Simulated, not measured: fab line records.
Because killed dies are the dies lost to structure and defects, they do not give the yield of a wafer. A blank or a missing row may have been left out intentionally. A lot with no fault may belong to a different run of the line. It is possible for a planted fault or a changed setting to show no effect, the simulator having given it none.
The tool behind it: which one?	flow sky130	7 lots with 21 wafers sampled at 4 steps, on a route of 708 steps

== WHAT THE GAUGES READ, wafer by wafer ==
SKY_LDD_HVN_TW_MEAS_10.
lot	measured	on	LDD_HVN_TW
L435	day 21 12:56	film metro-04	1436 1430 1433
L439	day 23 16:32	film metro-03	1453 1444 1453
L444	day 24 10:31	film metro-02	30 30 30
L446	day 24 22:45	film metro-02	30 30 30
L450	day 26 13:44	film metro-02	1424 1419 1426
L453	day 27 14:02	film metro-04	1438 1440 1445
L455	day 28 08:38	film metro-04	1442 1454 1452

== WHAT TOOL EACH LOT RAN ON (gives the tool, then ch and the chambers of the sampled wafers, and finally the start) ==
lot	SKY_POLY_GATE_ETCH_15	SKY_LDD_P_STRIP_10	SKY_LDD_HVN_STRIP_09
L435	rie diel-02 ch 0,1, day 17 09:10	plasma asher-01 ch 0,1, day 20 05:37	plasma asher-01 ch 0,1, day 21 12:50
L439	rie diel-02 ch 0,1,2, day 19 14:37	plasma asher-04 ch 0,1, day 22 09:28	plasma asher-03 ch 0,1, day 23 16:26
L444	rie diel-02 ch 0,1,2, day 20 13:32	plasma asher-04 ch 0,1, day 23 05:34	plasma asher-04 ch 0,1, day 24 10:25
L446	rie diel-04 ch 2,3, day 21 00:04	plasma asher-02 ch 0,1, day 23 16:40	plasma asher-03 ch 0,1, day 24 22:38
L450	rie diel-01 ch 1,2, day 22 17:44	plasma asher-04 ch 0,1, day 25 08:34	plasma asher-04 ch 0,1, day 26 13:38
L453	rie diel-01 ch 2,3, day 23 19:25	plasma asher-04 ch 0,1, day 26 09:39	plasma asher-03 ch 0,1, day 27 13:56
L455	rie diel-04 ch 1,2,3, day 24 13:59	plasma asher-01 ch 0, day 27 03:04	plasma asher-04 ch 0,1, day 28 08:32
- SKY_POLY_GATE_ETCH_15: etches BARC in N2/H2, stops on SiO2, time 118.5 s, target depth 110 nm.
- SKY_LDD_P_STRIP_10: strips in O2/N2.
- SKY_LDD_HVN_STRIP_09: strips in O2/N2.

== THE ANSWER, worked out from the rows above alone ==
Rule: what is usual is taken from the lots themselves. Put in order of their means at a reading, lots are off if they are a third of the lots or fewer, leave a main group of 4 or more, and stand apart from it by a gap of 3 or more times the standard deviation of the main group's means; of several such gaps the widest counts. The tables above print the reading to a certain number of digits; a main group whose means all agree to those digits is not used. A lot without any number at a reading at which 4 lots or more have one is off too. The other lots that the step has rows for count as sound.
Off: L444, L446, seen at SKY_LDD_HVN_TW_MEAS_10 (LDD_HVN_TW). The main group has a mean of 1439 with a standard deviation of 10.
A tool fits if, at a process step before that reading, it ran every lot that is off, and no sound lot after the first of them. Gauges at SKY_LDD_HVN_TW_MEAS_10: tried the same way as those tools. No candidate that was tried fits.

== WHAT THE SIMULATOR HAD INSERTED ==
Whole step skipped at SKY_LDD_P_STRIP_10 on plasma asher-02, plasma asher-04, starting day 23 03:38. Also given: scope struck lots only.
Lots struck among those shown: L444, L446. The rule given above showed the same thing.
